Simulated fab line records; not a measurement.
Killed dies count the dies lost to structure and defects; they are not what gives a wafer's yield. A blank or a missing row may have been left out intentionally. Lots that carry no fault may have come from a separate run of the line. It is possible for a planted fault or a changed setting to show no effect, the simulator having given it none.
The tool behind it: which one? / flow gf180mcu / 15 lots, 45 wafers sampled, at 4 steps of a route of 602

WHAT THE GAUGES SHOWED, per wafer
GF_STI_THK_MEAS_02.
lot=L958; measured=day 1 17:20; on=film metro-01; STI_OXIDATION_THK (nm)=10.03 9.94 10.10
lot=L959; measured=day 1 21:38; on=film metro-03; STI_OXIDATION_THK (nm)=9.79 9.98 9.92
lot=L960; measured=day 2 02:31; on=film metro-01; STI_OXIDATION_THK (nm)=10.00 10.15 10.01
lot=L961; measured=day 2 07:31; on=film metro-03; STI_OXIDATION_THK (nm)=10.04 10.11 10.13
lot=L962; measured=day 2 12:50; on=film metro-01; STI_OXIDATION_THK (nm)=9.88 9.87 9.84
lot=L964; measured=day 2 22:31; on=film metro-01; STI_OXIDATION_THK (nm)=10.25 10.25 10.36
lot=L972; measured=day 4 14:31; on=film metro-03; STI_OXIDATION_THK (nm)=10.33 10.44 10.17
lot=L973; measured=day 4 19:32; on=film metro-04; STI_OXIDATION_THK (nm)=10.28 10.19 10.21
lot=L974; measured=day 5 00:32; on=film metro-01; STI_OXIDATION_THK (nm)=9.99 9.84 9.96
lot=L975; measured=day 5 06:16; on=film metro-04; STI_OXIDATION_THK (nm)=9.96 10.15 10.27
lot=L976; measured=day 5 10:43; on=film metro-01; STI_OXIDATION_THK (nm)=10.18 10.17 10.27
lot=L977; measured=day 5 15:31; on=film metro-01; STI_OXIDATION_THK (nm)=9.96 9.64 10.07
lot=L978; measured=day 5 20:31; on=film metro-03; STI_OXIDATION_THK (nm)=9.97 10.04 10.00
lot=L979; measured=day 6 01:35; on=film metro-03; STI_OXIDATION_THK (nm)=10.25 10.25 9.95
lot=L980; measured=day 6 06:31; on=film metro-01; STI_OXIDATION_THK (nm)=10.06 10.09 9.87

GF_VT_IMPLANT_TW_MEAS_32.
lot=L958; measured=day 7 02:52; on=film metro-01; VT_IMPLANT_3_TW=266.7 266.8 267.4
lot=L959; measured=day 7 08:55; on=film metro-03; VT_IMPLANT_3_TW=268.2 269.0 269.6
lot=L960; measured=day 7 21:07; on=film metro-03; VT_IMPLANT_3_TW=268.3 269.7 270.2
lot=L961; measured=day 7 22:34; on=film metro-01; VT_IMPLANT_3_TW=267.5 267.1 267.1
lot=L962; measured=day 8 03:50; on=film metro-01; VT_IMPLANT_3_TW=267.8 270.3 268.1
lot=L964; measured=day 8 16:01; on=film metro-02; VT_IMPLANT_3_TW=269.0 268.0 267.6
lot=L972; measured=day 10 23:51; on=film metro-02; VT_IMPLANT_3_TW=266.3 267.0 267.5
lot=L973; measured=day 11 04:35; on=film metro-01; VT_IMPLANT_3_TW=268.2 268.4 267.4
lot=L974; measured=day 11 11:55; on=film metro-02; VT_IMPLANT_3_TW=268.5 267.1 267.0
lot=L975; measured=day 11 18:07; on=film metro-03; VT_IMPLANT_3_TW=269.1 270.3 271.2
lot=L976; measured=day 12 00:10; on=film metro-01; VT_IMPLANT_3_TW=268.1 266.8 268.3
lot=L977; measured=day 12 08:25; on=film metro-03; VT_IMPLANT_3_TW=270.5 270.6 270.9
lot=L978; measured=day 12 15:16; on=film metro-01; VT_IMPLANT_3_TW=269.4 268.4 267.7
lot=L979; measured=day 12 23:36; on=film metro-01; VT_IMPLANT_3_TW=268.8 267.3 266.2
lot=L980; measured=day 13 06:07; on=film metro-01; VT_IMPLANT_3_TW=269.6 268.6 269.9

GF_HV_LDD_TW_MEAS_50.
lot=L958; measured=day 12 17:53; on=film metro-03; HV_LDD_4_TW=574 573 573
lot=L959; measured=day 13 01:29; on=film metro-02; HV_LDD_4_TW=563 569 566
lot=L960; measured=day 13 17:52; on=film metro-04; HV_LDD_4_TW=577 575 576
lot=L961; measured=day 13 14:52; on=film metro-02; HV_LDD_4_TW=564 564 569
lot=L962; measured=day 13 20:42; on=film metro-02; HV_LDD_4_TW=568 568 566
lot=L964; measured=day 14 13:16; on=film metro-02; HV_LDD_4_TW=569 569 568
lot=L972; measured=day 17 11:17; on=film metro-02; HV_LDD_4_TW=572 571 571
lot=L973; measured=day 17 19:22; on=film metro-03; HV_LDD_4_TW=576 572 576
lot=L974; measured=day 18 03:28; on=film metro-03; HV_LDD_4_TW=574 573 576
lot=L975; measured=day 18 09:16; on=film metro-04; HV_LDD_4_TW=569 573 570
lot=L976; measured=day 18 16:17; on=film metro-03; HV_LDD_4_TW=572 573 576
lot=L977; measured=day 19 03:40; on=film metro-03; HV_LDD_4_TW=572 572 571
lot=L978; measured=day 19 13:17; on=film metro-04; HV_LDD_4_TW=571 572 568
lot=L979; measured=day 19 21:04; on=film metro-02; HV_LDD_4_TW=567 570 568
lot=L980; measured=day 20 08:19; on=film metro-04; HV_LDD_4_TW=574 568 569

TOOL THAT RAN EACH LOT (tool first, then ch and the chambers of the sampled wafers, then the start)
lot=L958; GF_VT_IMPLANT_SOFTBAKE_25=litho track-03 ch 0, day 6 18:46
lot=L959; GF_VT_IMPLANT_SOFTBAKE_25=litho track-04 ch 0, day 7 01:13
lot=L960; GF_VT_IMPLANT_SOFTBAKE_25=litho track-04 ch 0, day 7 12:25
lot=L961; GF_VT_IMPLANT_SOFTBAKE_25=litho track-04 ch 0, day 7 13:58
lot=L962; GF_VT_IMPLANT_SOFTBAKE_25=litho track-04 ch 0, day 7 19:49
lot=L964; GF_VT_IMPLANT_SOFTBAKE_25=litho track-04 ch 0, day 8 07:46
lot=L972; GF_VT_IMPLANT_SOFTBAKE_25=litho track-03 ch 0, day 10 14:23
lot=L973; GF_VT_IMPLANT_SOFTBAKE_25=litho track-04 ch 0, day 10 18:58
lot=L974; GF_VT_IMPLANT_SOFTBAKE_25=litho track-03 ch 0, day 11 02:35
lot=L975; GF_VT_IMPLANT_SOFTBAKE_25=litho track-01 ch 0, day 11 08:33
lot=L976; GF_VT_IMPLANT_SOFTBAKE_25=litho track-01 ch 0, day 11 13:51
lot=L977; GF_VT_IMPLANT_SOFTBAKE_25=litho track-04 ch 0, day 11 22:31
lot=L978; GF_VT_IMPLANT_SOFTBAKE_25=litho track-01 ch 0, day 12 04:59
lot=L979; GF_VT_IMPLANT_SOFTBAKE_25=litho track-04 ch 0, day 12 12:58
lot=L980; GF_VT_IMPLANT_SOFTBAKE_25=litho track-01 ch 0, day 12 20:15
- GF_VT_IMPLANT_SOFTBAKE_25: time 60 s.

AS READ BY THE TOOLS THEMSELVES (means over the sampled wafers that have a number; for cases with no such wafer, the mark the record gives instead)
GF_VT_IMPLANT_SOFTBAKE_25.
lot=L958; tool=litho track-03; chill plate temp C (C)=23.03; heater power total W (W)=56.58; plate temp C (C)=89.99
lot=L959; tool=litho track-04; chill plate temp C (C)=23.06; heater power total W (W)=56.61; plate temp C (C)=89.97
lot=L960; tool=litho track-04; chill plate temp C (C)=23.14; heater power total W (W)=56.62; plate temp C (C)=89.91
lot=L961; tool=litho track-04; chill plate temp C (C)=22.98; heater power total W (W)=58.30; plate temp C (C)=91.93
lot=L962; tool=litho track-04; chill plate temp C (C)=22.97; heater power total W (W)=58.31; plate temp C (C)=92.03
lot=L964; tool=litho track-04; chill plate temp C (C)=23.00; heater power total W (W)=58.28; plate temp C (C)=91.89
lot=L972; tool=litho track-03; chill plate temp C (C)=23.03; heater power total W (W)=56.58; plate temp C (C)=89.94
lot=L973; tool=litho track-04; chill plate temp C (C)=22.94; heater power total W (W)=56.57; plate temp C (C)=89.79
lot=L974; tool=litho track-03; chill plate temp C (C)=22.92; heater power total W (W)=56.59; plate temp C (C)=89.81
lot=L975; tool=litho track-01; chill plate temp C (C)=22.95; heater power total W (W)=56.58; plate temp C (C)=90.04
lot=L976; tool=litho track-01; chill plate temp C (C)=22.97; heater power total W (W)=56.62; plate temp C (C)=90.04
lot=L977; tool=litho track-04; chill plate temp C (C)=23.17; heater power total W (W)=56.62; plate temp C (C)=89.99
lot=L978; tool=litho track-01; chill plate temp C (C)=23.08; heater power total W (W)=56.58; plate temp C (C)=89.96
lot=L979; tool=litho track-04; chill plate temp C (C)=23.04; heater power total W (W)=56.62; plate temp C (C)=90.04
lot=L980; tool=litho track-01; chill plate temp C (C)=23.00; heater power total W (W)=56.59; plate temp C (C)=89.91

THE ANSWER, worked out from the rows above alone
Rule: what is usual is taken from the lots themselves. Put in order of their means at a reading, lots are off if they are a third of the lots or fewer, leave a main group of 4 or more, and stand apart from it by a gap of 3 or more times the standard deviation of the main group's means; of several such gaps the widest counts. The tables above print the reading to a certain number of digits; a main group whose means all agree to those digits is not used. Also off: a lot with no number at a reading for which 4 or more lots have one. Any other lot the step has rows for is counted as sound. After the gauges, taken in route order, come the tools' own readings; for these a lot's mean is taken, as printed above. At the first step where some lot is off, the reading lying furthest off is the one used; lots without a number count as furthest.
Off: L961, L962, L964, at GF_VT_IMPLANT_SOFTBAKE_25 (heater power total W). Main group: mean 56.60 W, sd 0.019.
A tool fits if, at that step or a process step before it, it ran every lot that is off, and no sound lot after the first of them. Not one of the candidates tried fits.

WHAT THE SIMULATOR PUT IN
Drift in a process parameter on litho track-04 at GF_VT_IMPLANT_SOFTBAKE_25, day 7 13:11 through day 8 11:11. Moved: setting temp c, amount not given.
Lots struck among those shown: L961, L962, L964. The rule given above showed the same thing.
